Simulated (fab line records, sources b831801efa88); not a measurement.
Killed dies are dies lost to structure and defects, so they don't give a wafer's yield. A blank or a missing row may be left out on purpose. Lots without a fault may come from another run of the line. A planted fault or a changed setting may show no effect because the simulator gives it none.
Chamber matching | flow gf180mcu | GF_V4_CMP_26 on cmp-02: 4 sister chambers
The step polishes, stops on SiO2, t overpolish 15 s, target thk 0 nm. 4 wafers are shown with their chamber, then 7 later ones without.

WAFERS WITH THEIR CHAMBER
wafer  | chamber | motor_current_A (A)
L717.4 | 2       | 11.0
L720.2 | 3       | 12.2
L723.1 | 0       | 11.1
L723.3 | 1       | 9.6

WAFERS WITHOUT THEIR CHAMBER
wafer  | motor_current_A (A)
L723.5 | 10.0
L725.2 | 11.0
L725.3 | 12.3
L725.4 | 11.5
L727.1 | 10.8
L727.4 | 11.7
L727.6 | 10.9

WHICH CHAMBER EACH WENT THROUGH
wafer  | from the rows above          | in truth
L723.5 | can't be placed: 1 or 2      | 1
L725.2 | can't be placed: 2 or 0      | 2
L725.3 | 3                            | 3
L725.4 | can't be placed: 0 or 2 or 3 | 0
L727.1 | can't be placed: 2 or 0      | 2
L727.4 | can't be placed: 3 or 0 or 2 | 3
L727.6 | can't be placed: 2 or 0      | 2
Placed correctly: 1 of 7. Can't be placed from these rows: 6 (the true chamber is among the candidates in 6). Placed wrongly: 0.
How it was worked out, from the rows above alone: a wafer's distance from a chamber is the root of the sum, over the readings, of the square of ((its reading less the chamber's mean) divided by the reading's scatter). The wafer belongs to the nearest chamber; if the next one is less than 2 further off, it can't be placed. A chamber's mean is the mean of its shown wafers. The scatter: with one shown wafer a chamber, the root of the mean of the squares of how far each hidden wafer lies from its nearest shown one.
